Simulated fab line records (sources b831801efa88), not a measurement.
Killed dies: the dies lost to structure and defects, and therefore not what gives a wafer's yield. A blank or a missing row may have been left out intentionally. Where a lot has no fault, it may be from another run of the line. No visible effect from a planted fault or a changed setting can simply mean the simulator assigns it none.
Code-filled problem report in 8D (eight disciplines) form :: flow gf180mcu :: the parts of the form that need people (team, actions taken, sign-off) are left out

== 1. WHAT IS WRONG ==
V4_CVD_00_THK at GF_V4_THK_MEAS_01 reads a mean of 292 nm on 2 wafers of 2 lots; wafers without a fault read 601 nm with a standard deviation of 6.9. That is -45 standard deviations from the usual mean.
First seen on wafer L222.6, day 28 18:04, on film_metro-02. At this step, 36 wafers from 12 lots have a number in the record. By rule, "out" or "out of limits" means more than 4 standard deviations away from the usual mean. Any other wafer with a number is counted as sound.

== 2. WHAT IT IS AND WHAT IT IS NOT ==
question: which readings at this step
is: V4_CVD_00_THK
is not: -

question: which lots
is: L222, L223
is not: L208, L209, L212, L214, L216, L217, L220, L227, L229, L230

question: which wafers of those lots
is: L222.6, L223.5
is not: L222.4, L222.5, L223.3, L223.6

question: read on which gauges
is: film_metro-02, film_metro-04
is not: film_metro-01

question: when
is: from day 28 18:04
is not: up to then (23 sound wafers); but 11 sound wafers of L223, L227, L229, L230 came after

== 3. SUSPECTS, AND WHAT RULES EACH OUT ==
Counting: any tool at a process step up to the reading remains a suspect provided it ran every lot that is out. Sound lots after the first of them don't rule it out here, since some wafers of a struck lot are sound.
- the gauge at GF_V4_THK_MEAS_01 is ruled out. 2 gauges (film_metro-02, film_metro-04) read the wafers that are out.
- hdpcvd-01 at GF_V4_CVD_00 (deposits SiO2, target thk 600 nm, time 100 s): kept. It processed each lot that is out (first: L222, day 28 18:01); up to then, its last sound lot is L220 (day 28 01:56). Its own sih4_flow_sccm readings are out on those wafers.
- hdpcvd-01, GF_V4_CVD_00: wafers that are out in chamber 0, sound lot-mates in chambers 1, 2.
The count leaves hdpcvd-01 at GF_V4_CVD_00.

== 4. THE CAUSE (what the simulator had put in) ==
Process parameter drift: hdpcvd-01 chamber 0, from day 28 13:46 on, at GF_V4_CVD_00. From 60, the setting sih4_flow_sccm moved by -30. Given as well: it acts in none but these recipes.
The count eliminated every tool but this one.

== 5. THE CHAIN OF EFFECTS, in route order ==
Each row: a reading whose mean over the struck wafers that have a number lies more than 3 standard deviations from the usual. Readings are gone through only where the record gives a usual standard deviation; hours: the median, over the lots, of the time from a lot's start at the first step in this table giving one to that lot's start at this step; sigmas: the change measured in usual standard deviations.
hours: 0
step: GF_V4_CVD_00
reading: sih4_flow_sccm
usual: 60.01 sccm
on struck wafers: 29.99
change: -30.02
sigmas: -99 or more

hours: 0
step: GF_V4_THK_MEAS_01
reading: V4_CVD_00_THK
usual: 601 nm
on struck wafers: 292
change: -308
sigmas: -45
Process steps it contains:
- GF_V4_CVD_00: deposits SiO2, target thk 600 nm, time 100 s.

== 6. WHAT WOULD HAVE CAUGHT IT SOONER ==
In this record the first reading out of limits at a measuring or inspecting step was taken at day 28 18:04, 4 hours after the fault began at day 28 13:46.
The tool's own readings at GF_V4_CVD_00 were out on every struck wafer that the step has a row for (sih4_flow_sccm): an alarm limit on them would have fired on the first of those.
Among the 2 lots that are out, L223 began GF_V4_CVD_00 on hdpcvd-01 after day 28 18:04. Putting the tool on hold at that point would have spared it.
